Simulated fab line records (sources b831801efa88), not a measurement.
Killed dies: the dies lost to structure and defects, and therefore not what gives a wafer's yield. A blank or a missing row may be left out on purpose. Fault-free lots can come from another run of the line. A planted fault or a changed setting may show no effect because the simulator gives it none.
A lot that was struck, set against a sound lot | flow sky130 | 16 out of 708 route steps
Sound: the wafers L224.2, L224.3, L224.4. Wafers struck: L218.2, L218.3, L218.5. At the end, the cause is stated.
At each step with rows: each side's tool, then ch and its chambers, then its first start. Under that, the readings that differ: sound wafers | struck wafers | difference of the means | sigmas: that difference in standard deviations of wafers without a fault.
alike: readings with means less than 2 such deviations apart, plus words and numbers identical on both sides. not compared: withheld readings, readings lacking a value on some wafer, bounds such as >300 that could conceal the same value, and numbers that have no deviation in the record and whose values overlap.
The two part at a step that has a row with sigmas, a row that says differs or no value, or rows on one side only. Non-overlapping numbers with no deviation appear without sigmas and do not part them. A reading that every wafer of one side lacks parts them only if that side has two wafers or more.

SKY_GATE_OXIDE_TW_MEAS_14:
  sound on film-metro-03, day 19 00:11; struck on film-metro-04, day 16 18:17
  alike: GATE_OXIDE_TW
then, 3 steps without rows for these wafers: SKY_GATE_OXIDE_CLEAN_15 (cleans in SC1/SC2, time 150 s); SKY_GATE_OXIDE_OXIDATION_16 (stabilise 600 s, purge 300 s, target thk 3.57 nm); SKY_POLY_GATE_CVD_00 (deposits poly-Si, target thk 180 nm, time 720 s).
SKY_POLY_GATE_THK_MEAS_01:
  sound on film-metro-02, day 19 09:24; struck on film-metro-01, day 17 06:47
  alike: POLY_GATE_CVD_00_THK
then, 7 steps without rows for these wafers: SKY_RES_PROTECT_DEHYDRATE_00 (time 60 s); SKY_RES_PROTECT_HMDS_01 (prime time 60 s); SKY_RES_PROTECT_COAT_02 (resist thk 1140 nm); SKY_RES_PROTECT_SOFTBAKE_03 (time 60 s); SKY_RES_PROTECT_EXPOSE_04 (exposes mask RPM, target cd 1270 nm); SKY_RES_PROTECT_PEB_05; SKY_RES_PROTECT_DEVELOP_06 (develop time 60 s).
SKY_POLY_GATE_IMPLANT_02:
  sound on implanter-04 ch 0, day 20 14:41; struck on implanter-01 ch 0, day 18 11:35
  reading                          | sound                         | struck                           | difference  | sigmas
  beam-on-s (s)                    | 35.0 35.0 34.4                | 51.4 51.9 51.5                   | +16.8       | +17
  dose-ions-cm2                    | 7.703e+15 7.704e+15 7.697e+15 | 1.1311e+16 1.1319e+16 1.1307e+16 | +3.6110e+15 | +99 or more
  end-station-pressure-torr (Torr) | 1.12e-05 1.14e-05 1.19e-05    | 9.8e-06 9.6e-06 9.1e-06          | -2.0e-06    | -3
SKY_RES_PROTECT_STRIP_07: strips in O2/N2.
  sound on plasma-asher-03 ch 0,1, day 20 14:49; struck on plasma-asher-02 ch 0,1, day 18 11:43
  reading                      | sound             | struck            | difference | sigmas
  oes-product-au (a.u.)        | 0.518 0.515 0.517 | 0.504 0.510 0.506 | -0.010     | -2
  strip-time-to-endpoint-s (s) | 23.28 23.26 23.23 | 24.77 24.81 24.74 | +1.52      | +38
  alike: drypump-motor-current-A
  not compared: rf-hours-counter-h
SKY_RES_PROTECT_TW_MEAS_08:
  sound on film-metro-02, day 20 14:55; struck on film-metro-03, day 18 11:49
  alike: POLY_GATE_TW
-- here the record skips 30 days between the struck wafers' starts before and after, leaving off in module RES_PROTECT and picking up in module PAD_OPEN (first step shown: number 708 of the route) --
SKY_PAD_OPEN_PROBE_99:
  sound on prober-01, day 49 10:24; struck on prober-02, day 48 02:01
  reading                          | sound             | struck            | difference | sigmas
  killed_at_M0_to_M3               | 44 53 48          | 39 23 39          | -15        | -2
  model.etest.res-poly.line-ohm-um | 504.2 507.9 522   | 408.3 417.4 390.3 | -106.0     |
  model.etest.licon-poly.rc-ohm    | 154.4 157 164.8   | 117.5 115.9 115.7 | -42.4      |
  model.etest.res-poly.rs-ohm-sq   | 49.12 48.98 50.09 | 38.49 38.64 37.91 | -11.05     |
  alike: killed_at_M4_up, killed-at-contacts, killed-at-front-end, killed-at-other, killed-dies, killed-open, killed-short

== WHERE THEY PART ==
Last at SKY_PAD_OPEN_PROBE_99 as far as this record goes, first at SKY_POLY_GATE_IMPLANT_02.

WHY: the cause the simulator had injected
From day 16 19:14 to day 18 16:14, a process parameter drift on implanter-01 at SKY_POLY_GATE_IMPLANT_02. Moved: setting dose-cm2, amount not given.
